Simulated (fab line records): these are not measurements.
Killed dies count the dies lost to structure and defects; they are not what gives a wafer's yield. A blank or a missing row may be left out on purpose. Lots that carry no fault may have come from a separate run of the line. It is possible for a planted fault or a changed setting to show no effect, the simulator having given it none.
Chamber matching	flow gf180mcu	GF_CONTACT_CVD_02 on pecvd-03: 3 sister chambers
The step deposits SiO2 from TEOS, target thk 860 nm, time 95.992 s. 6 wafers are shown with their chamber, then 9 later ones without.

== WAFERS WITH THEIR CHAMBER ==
wafer	chamber	heater-power-w (W)
L222.3	2	748
L222.4	2	798
L222.5	1	522
L223.3	0	581
L223.4	1	567
L223.6	0	632

== WAFERS WITHOUT THEIR CHAMBER ==
wafer	heater-power-w (W)
L224.2	695
L224.5	701
L224.6	631
L229.1	634
L229.4	505
L229.6	657
L230.1	633
L230.2	671
L230.6	793

== CHAMBER TAKEN BY EACH ==
wafer	from the rows above	in truth
L224.2	can't be placed: 2 or 0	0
L224.5	can't be placed: 2 or 0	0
L224.6	can't be placed: 0 or 1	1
L229.1	can't be placed: 0 or 1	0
L229.4	can't be placed: 1 or 0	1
L229.6	can't be placed: 0 or 1 or 2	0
L230.1	can't be placed: 0 or 1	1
L230.2	can't be placed: 0 or 2 or 1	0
L230.6	2	2
Placed correctly: 1 of 9. From these rows, 8 cannot be placed; in 8 the true chamber is one of the candidates. Number placed wrongly: 0.
How it was worked out, from the rows above alone: a wafer's distance from a chamber is the root of the sum, over the readings, of the square of ((its reading less the chamber's mean) divided by the reading's scatter). If the next closest chamber is less than 2 further off than the closest, the wafer can't be placed; otherwise it belongs to the closest. A chamber's mean is the mean of its shown wafers. How the scatter is found: for the shown wafers, subtract from each reading the mean of its chamber, square and add these, divide the total by (wafers less chambers), then take the root.
